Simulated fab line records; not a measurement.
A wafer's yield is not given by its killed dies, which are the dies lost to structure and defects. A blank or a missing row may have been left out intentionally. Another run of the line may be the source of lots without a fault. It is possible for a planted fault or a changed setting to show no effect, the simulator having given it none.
Which tool is to blame? || flow sky130 || Sampling: 14 lots, 42 wafers, 5 of 708 route steps

== WHAT EACH GAUGE READ, for each wafer ==
Not one reading of a measure or inspect step in the record can be checked against a usual standard deviation.

== WHAT TOOL EACH LOT RAN ON (gives the tool, then ch and the chambers of the sampled wafers, and finally the start) ==
{"lot": "L889", "SKY_METAL5_SPUTTER_00": "pvdSputter-02, day 43 15:03", "SKY_METAL5_SPUTTER_02": "pvdSputter-02, day 43 15:06", "SKY_PASSIVATION_CVD_00": "pecvd-02 ch 1,2, day 44 15:01", "SKY_PASSIVATION_STRIP_12": "plasmaAsher-04 ch 0,1, day 45 13:17", "SKY_PAD_OPEN_STRIP_08": "plasmaAsher-01 ch 0,1, day 46 10:04"}
{"lot": "L890", "SKY_METAL5_SPUTTER_00": "pvdSputter-02, day 43 20:50", "SKY_METAL5_SPUTTER_02": "pvdSputter-02, day 43 20:53", "SKY_PASSIVATION_CVD_00": "pecvd-01 ch 1,2, day 44 19:57", "SKY_PASSIVATION_STRIP_12": "plasmaAsher-04 ch 0,1, day 45 17:47", "SKY_PAD_OPEN_STRIP_08": "plasmaAsher-03 ch 0,1, day 46 15:13"}
{"lot": "L891", "SKY_METAL5_SPUTTER_00": "pvdSputter-02, day 44 05:11", "SKY_METAL5_SPUTTER_02": "pvdSputter-02, day 44 05:14", "SKY_PASSIVATION_CVD_00": "pecvd-03 ch 0,1,2, day 45 04:48", "SKY_PASSIVATION_STRIP_12": "plasmaAsher-04 ch 0,1, day 46 02:20", "SKY_PAD_OPEN_STRIP_08": "plasmaAsher-02 ch 0,1, day 46 23:00"}
{"lot": "L892", "SKY_METAL5_SPUTTER_00": "pvdSputter-03, day 44 07:34", "SKY_METAL5_SPUTTER_02": "pvdSputter-03, day 44 07:37", "SKY_PASSIVATION_CVD_00": "pecvd-01 ch 0,1,2, day 45 06:46", "SKY_PASSIVATION_STRIP_12": "plasmaAsher-04 ch 0,1, day 46 03:44", "SKY_PAD_OPEN_STRIP_08": "plasmaAsher-01 ch 0,1, day 47 00:49"}
{"lot": "L893", "SKY_METAL5_SPUTTER_00": "pvdSputter-03, day 44 20:36", "SKY_METAL5_SPUTTER_02": "pvdSputter-03, day 44 20:39", "SKY_PASSIVATION_CVD_00": "pecvd-01 ch 1,2, day 45 19:10", "SKY_PASSIVATION_STRIP_12": "plasmaAsher-01 ch 0,1, day 46 16:41", "SKY_PAD_OPEN_STRIP_08": "plasmaAsher-03 ch 0,1, day 47 12:20"}
{"lot": "L894", "SKY_METAL5_SPUTTER_00": "pvdSputter-03, day 44 21:33", "SKY_METAL5_SPUTTER_02": "pvdSputter-03, day 44 21:35", "SKY_PASSIVATION_CVD_00": "pecvd-02 ch 0,2, day 45 19:53", "SKY_PASSIVATION_STRIP_12": "plasmaAsher-04 ch 0,1, day 46 17:26", "SKY_PAD_OPEN_STRIP_08": "plasmaAsher-02 ch 0,1, day 47 13:31"}
{"lot": "L895", "SKY_METAL5_SPUTTER_00": "pvdSputter-01, day 45 00:59", "SKY_METAL5_SPUTTER_02": "pvdSputter-01, day 45 01:02", "SKY_PASSIVATION_CVD_00": "pecvd-01 ch 0,1,2, day 45 23:25", "SKY_PASSIVATION_STRIP_12": "plasmaAsher-03 ch 0,1, day 46 20:53", "SKY_PAD_OPEN_STRIP_08": "plasmaAsher-01 ch 0,1, day 47 17:08"}
{"lot": "L897", "SKY_METAL5_SPUTTER_00": "pvdSputter-03, day 45 18:23", "SKY_METAL5_SPUTTER_02": "pvdSputter-03, day 45 18:26", "SKY_PASSIVATION_CVD_00": "pecvd-01 ch 1,2, day 46 16:31", "SKY_PASSIVATION_STRIP_12": "plasmaAsher-03 ch 0,1, day 47 12:53", "SKY_PAD_OPEN_STRIP_08": "plasmaAsher-03 ch 0,1, day 48 08:31"}
{"lot": "L898", "SKY_METAL5_SPUTTER_00": "pvdSputter-03, day 45 19:06", "SKY_METAL5_SPUTTER_02": "pvdSputter-03, day 45 19:09", "SKY_PASSIVATION_CVD_00": "pecvd-01 ch 0,1,2, day 46 17:14", "SKY_PASSIVATION_STRIP_12": "plasmaAsher-01 ch 0,1, day 47 14:14", "SKY_PAD_OPEN_STRIP_08": "plasmaAsher-02 ch 0,1, day 48 10:29"}
{"lot": "L901", "SKY_METAL5_SPUTTER_00": "pvdSputter-01, day 46 14:02", "SKY_METAL5_SPUTTER_02": "pvdSputter-01, day 46 14:05", "SKY_PASSIVATION_CVD_00": "pecvd-03 ch 0,1,2, day 47 11:14", "SKY_PASSIVATION_STRIP_12": "plasmaAsher-03 ch 0,1, day 48 07:11", "SKY_PAD_OPEN_STRIP_08": "plasmaAsher-03 ch 0,1, day 49 01:13"}
{"lot": "L900", "SKY_METAL5_SPUTTER_00": "pvdSputter-02, day 46 16:59", "SKY_METAL5_SPUTTER_02": "pvdSputter-02, day 46 17:02", "SKY_PASSIVATION_CVD_00": "pecvd-03 ch 0,1,2, day 47 13:41", "SKY_PASSIVATION_STRIP_12": "plasmaAsher-03 ch 0,1, day 48 09:29", "SKY_PAD_OPEN_STRIP_08": "plasmaAsher-02 ch 0,1, day 49 04:29"}
{"lot": "L903", "SKY_METAL5_SPUTTER_00": "pvdSputter-02, day 47 02:45", "SKY_METAL5_SPUTTER_02": "pvdSputter-02, day 47 02:47", "SKY_PASSIVATION_CVD_00": "pecvd-02 ch 0,2, day 47 22:59", "SKY_PASSIVATION_STRIP_12": "plasmaAsher-03 ch 0,1, day 48 18:49", "SKY_PAD_OPEN_STRIP_08": "plasmaAsher-02 ch 0,1, day 49 12:37"}
{"lot": "L910", "SKY_METAL5_SPUTTER_00": "pvdSputter-02, day 48 17:07", "SKY_METAL5_SPUTTER_02": "pvdSputter-02, day 48 17:10", "SKY_PASSIVATION_CVD_00": "pecvd-03 ch 0,1,2, day 49 12:29", "SKY_PASSIVATION_STRIP_12": "plasmaAsher-03 ch 1, day 50 04:28", "SKY_PAD_OPEN_STRIP_08": "plasmaAsher-01 ch 0,1, day 50 20:02"}
{"lot": "L911", "SKY_METAL5_SPUTTER_00": "pvdSputter-01, day 48 20:45", "SKY_METAL5_SPUTTER_02": "pvdSputter-01, day 48 20:48", "SKY_PASSIVATION_CVD_00": "pecvd-01 ch 0,1,2, day 49 15:32", "SKY_PASSIVATION_STRIP_12": "plasmaAsher-03 ch 0,1, day 50 08:29", "SKY_PAD_OPEN_STRIP_08": "plasmaAsher-03 ch 0,1, day 51 00:31"}
- SKY_METAL5_SPUTTER_00: material Ti, target thk 15 nm, time 10 s.
- SKY_METAL5_SPUTTER_02: material AlCu, target thk 1150 nm, time 61.2 s.
- SKY_PASSIVATION_CVD_00: deposits SiO2, target thk 90 nm.
- SKY_PASSIVATION_STRIP_12: strips in O2/N2.
- SKY_PAD_OPEN_STRIP_08: strips in O2/N2.

== WHAT THE TOOLS THEMSELVES READ (means of the sampled wafers that have a number; where no wafer has one, the mark that the record gives instead) ==
SKY_METAL5_SPUTTER_00. Usual: throttleValvePct at 30.5 %, with a standard deviation of 1.1.
{"lot": "L889", "tool": "pvdSputter-02", "throttleValvePct (%)": 30.7, "flag": ""}
{"lot": "L890", "tool": "pvdSputter-02", "throttleValvePct (%)": 31.1, "flag": ""}
{"lot": "L891", "tool": "pvdSputter-02", "throttleValvePct (%)": 30.1, "flag": ""}
{"lot": "L892", "tool": "pvdSputter-03", "throttleValvePct (%)": 30.2, "flag": ""}
{"lot": "L893", "tool": "pvdSputter-03", "throttleValvePct (%)": 29.7, "flag": ""}
{"lot": "L894", "tool": "pvdSputter-03", "throttleValvePct (%)": 30.3, "flag": ""}
{"lot": "L895", "tool": "pvdSputter-01", "throttleValvePct (%)": 31.1, "flag": ""}
{"lot": "L897", "tool": "pvdSputter-03", "throttleValvePct (%)": 30.1, "flag": ""}
{"lot": "L898", "tool": "pvdSputter-03", "throttleValvePct (%)": 30.1, "flag": ""}
{"lot": "L901", "tool": "pvdSputter-01", "throttleValvePct (%)": 31.0, "flag": ""}
{"lot": "L900", "tool": "pvdSputter-02", "throttleValvePct (%)": 30.6, "flag": ""}
{"lot": "L903", "tool": "pvdSputter-02", "throttleValvePct (%)": 30.4, "flag": ""}
{"lot": "L910", "tool": "pvdSputter-02", "throttleValvePct (%)": 30.6, "flag": ""}
{"lot": "L911", "tool": "pvdSputter-01", "throttleValvePct (%)": 30.5, "flag": ""}

SKY_METAL5_SPUTTER_02. Usual: throttleValvePct at 30.5 %, with a standard deviation of 1.1.
{"lot": "L889", "tool": "pvdSputter-02", "throttleValvePct (%)": 30.7, "flag": ""}
{"lot": "L890", "tool": "pvdSputter-02", "throttleValvePct (%)": 31.1, "flag": ""}
{"lot": "L891", "tool": "pvdSputter-02", "throttleValvePct (%)": 30.3, "flag": ""}
{"lot": "L892", "tool": "pvdSputter-03", "throttleValvePct (%)": 30.2, "flag": ""}
{"lot": "L893", "tool": "pvdSputter-03", "throttleValvePct (%)": 29.7, "flag": ""}
{"lot": "L894", "tool": "pvdSputter-03", "throttleValvePct (%)": 30.2, "flag": ""}
{"lot": "L895", "tool": "pvdSputter-01", "throttleValvePct (%)": 31.0, "flag": ""}
{"lot": "L897", "tool": "pvdSputter-03", "throttleValvePct (%)": 30.1, "flag": ""}
{"lot": "L898", "tool": "pvdSputter-03", "throttleValvePct (%)": 29.9, "flag": ""}
{"lot": "L901", "tool": "pvdSputter-01", "throttleValvePct (%)": 31.0, "flag": ""}
{"lot": "L900", "tool": "pvdSputter-02", "throttleValvePct (%)": 30.7, "flag": ""}
{"lot": "L903", "tool": "pvdSputter-02", "throttleValvePct (%)": 30.7, "flag": ""}
{"lot": "L910", "tool": "pvdSputter-02", "throttleValvePct (%)": 30.6, "flag": ""}
{"lot": "L911", "tool": "pvdSputter-01", "throttleValvePct (%)": 30.7, "flag": ""}

SKY_PASSIVATION_CVD_00. Usual: heaterPowerW at 643 W, with a standard deviation of 76.
{"lot": "L889", "tool": "pecvd-02", "heaterPowerW (W)": 665, "flag": ""}
{"lot": "L890", "tool": "pecvd-01", "heaterPowerW (W)": 627, "flag": ""}
{"lot": "L891", "tool": "pecvd-03", "heaterPowerW (W)": 657, "flag": ""}
{"lot": "L892", "tool": "pecvd-01", "heaterPowerW (W)": 665, "flag": ""}
{"lot": "L893", "tool": "pecvd-01", "heaterPowerW (W)": 693, "flag": ""}
{"lot": "L894", "tool": "pecvd-02", "heaterPowerW (W)": 559, "flag": ""}
{"lot": "L895", "tool": "pecvd-01", "heaterPowerW (W)": 671, "flag": ""}
{"lot": "L897", "tool": "pecvd-01", "heaterPowerW (W)": 655, "flag": ""}
{"lot": "L898", "tool": "pecvd-01", "heaterPowerW (W)": 632, "flag": ""}
{"lot": "L901", "tool": "pecvd-03", "heaterPowerW (W)": 685, "flag": ""}
{"lot": "L900", "tool": "pecvd-03", "heaterPowerW (W)": 641, "flag": ""}
{"lot": "L903", "tool": "pecvd-02", "heaterPowerW (W)": 533, "flag": ""}
{"lot": "L910", "tool": "pecvd-03", "heaterPowerW (W)": 677, "flag": ""}
{"lot": "L911", "tool": "pecvd-01", "heaterPowerW (W)": 701, "flag": ""}

SKY_PASSIVATION_STRIP_12. Usual: chamberPressureMTorr 1499.9 mTorr, standard deviation 1.3; drypumpMotorCurrentA 6.2 A, standard deviation 0.38; oesProductAu 0.661 a.u., standard deviation 0.0045; stripTimeToEndpointS 31.41 s, standard deviation 0.16.
{"lot": "L889", "tool": "plasmaAsher-04", "chamberPressureMTorr (mTorr)": 1499.4, "drypumpMotorCurrentA (A)": 5.9, "oesProductAu (a.u.)": 0.658, "stripTimeToEndpointS (s)": 31.18, "flag": ""}
{"lot": "L890", "tool": "plasmaAsher-04", "chamberPressureMTorr (mTorr)": 1500.5, "drypumpMotorCurrentA (A)": 6.2, "oesProductAu (a.u.)": 0.660, "stripTimeToEndpointS (s)": 31.40, "flag": ""}
{"lot": "L891", "tool": "plasmaAsher-04", "chamberPressureMTorr (mTorr)": 1499.5, "drypumpMotorCurrentA (A)": 6.2, "oesProductAu (a.u.)": 0.661, "stripTimeToEndpointS (s)": 31.47, "flag": ""}
{"lot": "L892", "tool": "plasmaAsher-04", "chamberPressureMTorr (mTorr)": 1499.3, "drypumpMotorCurrentA (A)": 6.0, "oesProductAu (a.u.)": 0.657, "stripTimeToEndpointS (s)": 31.29, "flag": ""}
{"lot": "L893", "tool": "plasmaAsher-01", "chamberPressureMTorr (mTorr)": 1499.9, "drypumpMotorCurrentA (A)": 6.5, "oesProductAu (a.u.)": 0.658, "stripTimeToEndpointS (s)": 31.49, "flag": ""}
{"lot": "L894", "tool": "plasmaAsher-04", "chamberPressureMTorr (mTorr)": 1499.8, "drypumpMotorCurrentA (A)": 6.0, "oesProductAu (a.u.)": 0.656, "stripTimeToEndpointS (s)": 31.61, "flag": ""}
{"lot": "L895", "tool": "plasmaAsher-03", "chamberPressureMTorr (mTorr)": 1499.8, "drypumpMotorCurrentA (A)": 6.1, "oesProductAu (a.u.)": 0.663, "stripTimeToEndpointS (s)": 31.63, "flag": ""}
{"lot": "L897", "tool": "plasmaAsher-03", "chamberPressureMTorr (mTorr)": 1500.5, "drypumpMotorCurrentA (A)": 6.2, "oesProductAu (a.u.)": 0.659, "stripTimeToEndpointS (s)": 31.48, "flag": ""}
{"lot": "L898", "tool": "plasmaAsher-01", "chamberPressureMTorr (mTorr)": 1500.5, "drypumpMotorCurrentA (A)": 6.6, "oesProductAu (a.u.)": 0.658, "stripTimeToEndpointS (s)": 31.48, "flag": ""}
{"lot": "L901", "tool": "plasmaAsher-03", "chamberPressureMTorr (mTorr)": "-", "drypumpMotorCurrentA (A)": "-", "oesProductAu (a.u.)": "-", "stripTimeToEndpointS (s)": "-", "flag": "OFF"}
{"lot": "L900", "tool": "plasmaAsher-03", "chamberPressureMTorr (mTorr)": "-", "drypumpMotorCurrentA (A)": "-", "oesProductAu (a.u.)": "-", "stripTimeToEndpointS (s)": "-", "flag": "OFF"}
{"lot": "L903", "tool": "plasmaAsher-03", "chamberPressureMTorr (mTorr)": 1499.8, "drypumpMotorCurrentA (A)": 5.9, "oesProductAu (a.u.)": 0.658, "stripTimeToEndpointS (s)": 31.26, "flag": ""}
{"lot": "L910", "tool": "plasmaAsher-03", "chamberPressureMTorr (mTorr)": 1499.9, "drypumpMotorCurrentA (A)": 6.4, "oesProductAu (a.u.)": 0.664, "stripTimeToEndpointS (s)": 31.27, "flag": ""}
{"lot": "L911", "tool": "plasmaAsher-03", "chamberPressureMTorr (mTorr)": 1499.9, "drypumpMotorCurrentA (A)": 6.2, "oesProductAu (a.u.)": 0.661, "stripTimeToEndpointS (s)": 31.58, "flag": ""}

SKY_PAD_OPEN_STRIP_08. Usual: chamberPressureMTorr 1499.7 mTorr, standard deviation 1.3; drypumpMotorCurrentA 6.1 A, standard deviation 0.45; oesProductAu 0.663 a.u., standard deviation 0.0044; stripTimeToEndpointS 37.01 s, standard deviation 0.1.
{"lot": "L889", "tool": "plasmaAsher-01", "chamberPressureMTorr (mTorr)": 1501.6, "drypumpMotorCurrentA (A)": 6.6, "oesProductAu (a.u.)": 0.664, "stripTimeToEndpointS (s)": 37.02, "flag": ""}
{"lot": "L890", "tool": "plasmaAsher-03", "chamberPressureMTorr (mTorr)": 1499.2, "drypumpMotorCurrentA (A)": 6.1, "oesProductAu (a.u.)": 0.664, "stripTimeToEndpointS (s)": 37.12, "flag": ""}
{"lot": "L891", "tool": "plasmaAsher-02", "chamberPressureMTorr (mTorr)": 1498.9, "drypumpMotorCurrentA (A)": 5.6, "oesProductAu (a.u.)": 0.664, "stripTimeToEndpointS (s)": 37.09, "flag": ""}
{"lot": "L892", "tool": "plasmaAsher-01", "chamberPressureMTorr (mTorr)": 1500.7, "drypumpMotorCurrentA (A)": 6.5, "oesProductAu (a.u.)": 0.664, "stripTimeToEndpointS (s)": 36.99, "flag": ""}
{"lot": "L893", "tool": "plasmaAsher-03", "chamberPressureMTorr (mTorr)": 1499.7, "drypumpMotorCurrentA (A)": 6.2, "oesProductAu (a.u.)": 0.667, "stripTimeToEndpointS (s)": 37.04, "flag": ""}
{"lot": "L894", "tool": "plasmaAsher-02", "chamberPressureMTorr (mTorr)": 1498.3, "drypumpMotorCurrentA (A)": 5.6, "oesProductAu (a.u.)": 0.665, "stripTimeToEndpointS (s)": 37.18, "flag": ""}
{"lot": "L895", "tool": "plasmaAsher-01", "chamberPressureMTorr (mTorr)": 1498.6, "drypumpMotorCurrentA (A)": 6.5, "oesProductAu (a.u.)": 0.664, "stripTimeToEndpointS (s)": 37.12, "flag": ""}
{"lot": "L897", "tool": "plasmaAsher-03", "chamberPressureMTorr (mTorr)": 1500.7, "drypumpMotorCurrentA (A)": 6.2, "oesProductAu (a.u.)": 0.662, "stripTimeToEndpointS (s)": 36.97, "flag": ""}
{"lot": "L898", "tool": "plasmaAsher-02", "chamberPressureMTorr (mTorr)": 1500.6, "drypumpMotorCurrentA (A)": 5.6, "oesProductAu (a.u.)": 0.665, "stripTimeToEndpointS (s)": 37.08, "flag": ""}
{"lot": "L901", "tool": "plasmaAsher-03", "chamberPressureMTorr (mTorr)": 1501.1, "drypumpMotorCurrentA (A)": 6.2, "oesProductAu (a.u.)": 0.691, "stripTimeToEndpointS (s)": 73.73, "flag": "OFF"}
{"lot": "L900", "tool": "plasmaAsher-02", "chamberPressureMTorr (mTorr)": 1499.3, "drypumpMotorCurrentA (A)": 5.6, "oesProductAu (a.u.)": 0.689, "stripTimeToEndpointS (s)": 73.78, "flag": "OFF"}
{"lot": "L903", "tool": "plasmaAsher-02", "chamberPressureMTorr (mTorr)": 1501.4, "drypumpMotorCurrentA (A)": 5.6, "oesProductAu (a.u.)": 0.666, "stripTimeToEndpointS (s)": 37.00, "flag": ""}
{"lot": "L910", "tool": "plasmaAsher-01", "chamberPressureMTorr (mTorr)": 1499.7, "drypumpMotorCurrentA (A)": 6.6, "oesProductAu (a.u.)": 0.661, "stripTimeToEndpointS (s)": 37.01, "flag": ""}
{"lot": "L911", "tool": "plasmaAsher-03", "chamberPressureMTorr (mTorr)": 1499.0, "drypumpMotorCurrentA (A)": 6.1, "oesProductAu (a.u.)": 0.663, "stripTimeToEndpointS (s)": 36.95, "flag": ""}

== THE ANSWER, worked out from the rows above alone ==
Rule: a lot is off if the mean of its wafers that have a number lies more than 3 standard deviations from the usual mean. Also off: a lot with no number at a reading for which 4 or more lots have one. Any other lot the step has rows for is counted as sound. Order of review: gauges by route order, followed by the tools' own readings, for which a lot's mean as printed above is used. The first step at which some lot is off is used, and at that step the reading that is off furthest; a lot without a number counts as furthest.
Off at SKY_PASSIVATION_STRIP_12 (chamberPressureMTorr): L901, L900. Without a number there: L901, L900.
If a tool, at that step or one of the process steps before it, ran each lot that is off and ran no sound lot following the first of them, it fits. Of those tried, none fits.

== WHAT THE SIMULATOR PUT IN ==
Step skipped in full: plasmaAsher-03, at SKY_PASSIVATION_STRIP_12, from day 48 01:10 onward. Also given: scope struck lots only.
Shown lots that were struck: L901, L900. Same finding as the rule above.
